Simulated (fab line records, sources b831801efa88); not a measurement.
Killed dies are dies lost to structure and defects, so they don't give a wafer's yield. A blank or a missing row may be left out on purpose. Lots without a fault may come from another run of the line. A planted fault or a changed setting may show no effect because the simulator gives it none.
One fault seen from 2 desks | flow sfq_line | each desk has only its own numbers; what lay behind them comes last

THE TOOL OWNER'S DESK: cmp-02
The tool's own readings at SFQ_TRILAYER_I6_CMP_CMP_166 (polishes SiO2): means of the sampled wafers that have a number, for each lot that ran on this tool. A lot is out of limits, marked OUT, if its mean lies more than 4 standard deviations from the usual mean; the brackets give that distance.
Columns: A = motor_current_A at SFQ_TRILAYER_I6_CMP_CMP_166, usual 10.1 A; B = slurry_filter_dp_kPa at SFQ_TRILAYER_I6_CMP_CMP_166, usual 13.50 kPa; C = time_to_endpoint_s at SFQ_TRILAYER_I6_CMP_CMP_166, usual 201 s
lot  | first seen here | A    | B     | C
L683 | day 74 18:38    | 10.4 | 13.40 | 194
L686 | day 75 07:52    | 10.3 | 13.52 | 194
L687 | day 75 10:22    | 10.3 | 13.51 | 209
L688 | day 75 13:22    | 10.3 | 13.47 | 198
L693 | day 78 05:56    | 9.9  | 13.48 | 198
L698 | day 78 21:26    | 10.2 | 13.49 | 142 (-6.3) OUT
L699 | day 78 23:56    | 10.4 | 13.62 | 154 (-5.1) OUT
L701 | day 79 03:56    | 9.8  | 13.45 | 160 (-4.4) OUT
L703 | day 83 00:16    | 10.6 | 13.61 | 197
L704 | day 83 04:22    | 10.0 | 13.51 | 199
L705 | day 83 10:52    | 9.9  | 13.54 | 195
This desk's finding: out of limits on L698, L699, L701; first on L698, day 78 21:26 (time_to_endpoint_s at SFQ_TRILAYER_I6_CMP_CMP_166). In limits: L683, L686, L687, L688, L693, L703, L704, L705.

THE METROLOGY DESK
What the gauges read, lot by lot, whatever tool the lot ran on: means of the sampled wafers that have a number. A lot is out of limits, marked OUT, if its mean lies more than 4 standard deviations from the usual mean; the brackets give that distance.
Columns: A = C5_OVL at SFQ_C5_OVL_MEAS_937, usual -1 nm
lot  | first seen here | A
L682 | day 68 09:54    | -0
L683 | day 70 02:52    | -2
L684 | day 70 05:17    | 2
L686 | day 70 13:48    | 4
L687 | day 70 14:59    | -9
L688 | day 70 16:12    | -11
L691 | day 72 06:24    | 7
L692 | day 72 21:46    | 5
L693 | day 73 01:15    | 2
L698 | day 74 13:58    | 2
L699 | day 74 22:31    | -7
L701 | day 77 11:04    | -6
L703 | day 78 16:52    | -4
L704 | day 78 18:31    | 3
L705 | day 78 20:55    | -5
This desk's finding: nothing out of limits on any of the 15 lots.

PUT TOGETHER
The tool owner's desk could have raised an alarm at day 78 21:26, on L698, L699, L701.
The metrology desk saw nothing out of limits.
The metrology desk has L698, L699, L701 on record, within its limits.
Of the lots named, all ran SFQ_TRILAYER_I6_CMP_CMP_166 on cmp-02.

WHAT THE SIMULATOR HAD PUT IN
Process parameter drift: cmp-02, from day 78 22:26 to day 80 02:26, at SFQ_TRILAYER_I6_CMP_CMP_166. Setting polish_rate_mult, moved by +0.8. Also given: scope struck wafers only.
Lots struck among those shown: L698, L699, L701.
